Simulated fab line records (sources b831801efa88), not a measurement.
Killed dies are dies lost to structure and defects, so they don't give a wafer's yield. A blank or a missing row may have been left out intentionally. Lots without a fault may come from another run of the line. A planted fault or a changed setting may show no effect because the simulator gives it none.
Problem report in the 8D (eight disciplines) form, filled by code -- flow gf180mcu -- the parts of the form that need people (team, actions taken, sign-off) are left out

1. WHAT WENT WRONG
Across 6 wafers from 2 lots, DNWELL_TW at GF_DNWELL_TW_MEAS_09 averages 1495, while fault-free wafers read 1338 with a standard deviation of 15. Relative to the usual mean, that is a shift of +10 standard deviations.
Seen first at day 6 23:16 on film metro-02, wafer L718.1. The record has a number at this step for 39 wafers belonging to 13 lots. The rule behind "out" and "out of limits": a value lying over 4 standard deviations away from the usual mean. All remaining wafers that have a number are taken as sound.

2. WHAT IT IS, WHAT IT ISN'T
question,is,is not
which readings at this step,DNWELL_TW,-
which lots,"L718, L721","L699, L700, L702, L704, L706, L707, L708, L709, L710, L712, L722"
which wafers of those lots,all that have a number,-
read on which gauges,"film metro-02, film metro-03",film metro-01
when,from day 6 23:16,up to then (30 sound wafers); but 3 sound wafers of L722 came after

3. WHAT RULES OUT EACH SUSPECT
Counting: a tool at a process step up to the reading stays a suspect if it ran every lot that is out and no sound lot after the first of them.
- the gauge at GF_DNWELL_TW_MEAS_09: ruled out. 2 gauges (film metro-02, film metro-03) read the wafers that are out.
- implanter-02 at GF_DNWELL_IMPLANT_07: kept. It processed each lot that is out, first L718 at day 6 23:01, and no sound lot thereafter; up to then, the last sound lot it processed was L710 at day 5 05:29. Out on those wafers are its own readings of tilt deg.
Remaining after the count: implanter-02 at GF_DNWELL_IMPLANT_07.

4. THE CAUSE (what the simulator had put in)
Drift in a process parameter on implanter-02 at GF_DNWELL_IMPLANT_07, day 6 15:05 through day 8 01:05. The setting tilt deg was moved by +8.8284, starting from 0. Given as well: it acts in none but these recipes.
After counting, this tool was the only one left.

5. THE CHAIN OF EFFECTS, in route order
Each row: a reading where the mean over the struck wafers with a number is more than 3 standard deviations away from the usual. Only readings for which the record gives a usual standard deviation are gone through. hours: the time from each lot's start at the first step in this table that gives one to its start at this step, as a median over the lots. sigmas: the change in usual standard deviations.
hours,step,reading,usual,on struck wafers,change,sigmas
0,GF_DNWELL_IMPLANT_07,tilt deg,0.003 degrees,8.838,+8.835,+99 or more
0,GF_DNWELL_TW_MEAS_09,DNWELL_TW,1338,1495,+157,+10
Its process steps:
- GF_DNWELL_IMPLANT_07
Later steps that measure or inspect, where all struck wafers having a row at the step show a number for every such reading and not one has moved that far: GF_V4_BOW_MEAS_05, GF_V4_RS_MEAS_24.

6. HOW IT WOULD HAVE BEEN CAUGHT EARLIER
In this record the first reading out of limits at a measuring or inspecting step was taken at day 6 23:16, 8 hours after the fault began at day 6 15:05.
The tool's own readings at GF_DNWELL_IMPLANT_07 were out on every struck wafer that the step has a row for (tilt deg): an alarm limit on them would have fired on the first of those.
Of the lots that are out (2), L721 began GF_DNWELL_IMPLANT_07 on implanter-02 after day 6 23:16. Putting the tool on hold at that point would have spared it.
